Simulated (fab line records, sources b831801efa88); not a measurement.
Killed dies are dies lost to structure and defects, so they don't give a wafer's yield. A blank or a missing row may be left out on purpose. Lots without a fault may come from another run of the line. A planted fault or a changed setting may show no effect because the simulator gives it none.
Chamber matching | flow sky130 | SKY_PASSIVATION_ETCH_11 on rie_diel-03: 4 sister chambers
The step etches the open film in CF4/O2, stops on AlCu, target depth 725 nm, time 161.1 s. 27 wafers are shown with their chamber, then 12 later ones without.

WAFERS WITH THEIR CHAMBER
wafer  | chamber | drypump_motor_current_A (A) | throttle_valve_pct (%) | bias_w (W)
L077.1 | 2       | 6.4                         | 5.962                  | 150.3
L077.2 | 0       | 6.0                         | 5.955                  | 150.3
L077.5 | 1       | 5.2                         | 5.975                  | 149.8
L080.1 | 3       | 5.4                         | 5.963                  | 149.8
L080.2 | 2       | 6.4                         | 5.969                  | 149.7
L080.3 | 0       | 6.0                         | 5.966                  | 149.2
L079.1 | 2       | 6.3                         | 5.953                  | 149.7
L079.4 | 0       | 6.0                         | 5.964                  | 149.3
L079.5 | 2       | 6.4                         | 5.945                  | 150.0
L082.2 | 2       | 6.3                         | 5.985                  | 149.8
L082.3 | 3       | 5.4                         | 5.971                  | 149.5
L082.4 | 0       | 6.0                         | 5.955                  | 150.0
L083.1 | 1       | 5.2                         | 5.966                  | 149.8
L083.2 | 2       | 6.4                         | 5.962                  | 149.9
L083.5 | 1       | 5.2                         | 5.966                  | 149.7
L084.2 | 2       | 6.4                         | 5.973                  | 149.7
L084.5 | 2       | 6.4                         | 5.979                  | 150.3
L084.6 | 0       | 6.0                         | 5.970                  | 149.6
L085.2 | 1       | 5.3                         | 5.975                  | 150.3
L085.3 | 3       | 5.4                         | 5.973                  | 149.8
L085.4 | 2       | 6.4                         | 5.962                  | 150.4
L086.1 | 1       | 5.2                         | 5.976                  | 149.7
L086.2 | 3       | 5.4                         | 5.955                  | 149.9
L086.5 | 3       | 5.3                         | 5.960                  | 149.5
L087.1 | 0       | 6.0                         | 5.969                  | 150.5
L087.3 | 2       | 6.4                         | 5.949                  | 149.8
L087.5 | 0       | 6.0                         | 5.975                  | 149.9

SIGNATURES (means of the wafers above)
reading                 | chamber 0 | chamber 1 | chamber 2 | chamber 3 | scatter within a chamber
drypump_motor_current_A | 6.000     | 5.220     | 6.380     | 5.380     | 0.0373
throttle_valve_pct      | 5.96486   | 5.97160   | 5.96390   | 5.96440   | 0.0097
bias_w                  | 149.829   | 149.860   | 149.960   | 149.700   | 0.33
Rule: a wafer's distance from a chamber is the root of the sum, over the readings, of the square of ((its reading less the chamber's mean) divided by the reading's scatter). The wafer belongs to the nearest chamber; if the next one is less than 2 further off, it can't be placed. The scatter: the root of (the sum of the squares of (reading less its chamber's mean) over the shown wafers, divided by (wafers less chambers)).

WAFERS WITHOUT THEIR CHAMBER
wafer  | drypump_motor_current_A (A) | throttle_valve_pct (%) | bias_w (W)
L090.1 | 6.0                         | 5.962                  | 150.5
L090.3 | 5.2                         | 5.965                  | 149.9
L090.6 | 6.3                         | 5.957                  | 150.1
L093.1 | 6.4                         | 5.960                  | 150.0
L093.3 | 5.2                         | 5.959                  | 150.4
L093.4 | 6.0                         | 5.969                  | 149.0
L092.1 | 6.0                         | 5.959                  | 150.1
L092.4 | 6.4                         | 5.972                  | 150.1
L092.5 | 5.2                         | 5.986                  | 149.4
L095.1 | 6.3                         | 5.959                  | 150.2
L095.3 | 6.0                         | 5.963                  | 150.2
L095.5 | 5.4                         | 5.959                  | 150.7

WHICH CHAMBER EACH WENT THROUGH
wafer  | from the rows above | in truth
L090.1 | 0                   | 0
L090.3 | 1                   | 1
L090.6 | 2                   | 2
L093.1 | 2                   | 2
L093.3 | 1                   | 1
L093.4 | 0                   | 0
L092.1 | 0                   | 0
L092.4 | 2                   | 2
L092.5 | 1                   | 1
L095.1 | 2                   | 2
L095.3 | 0                   | 0
L095.5 | 3                   | 3
Placed correctly: 12 of 12. Can't be placed from these rows: 0. Placed wrongly: 0.
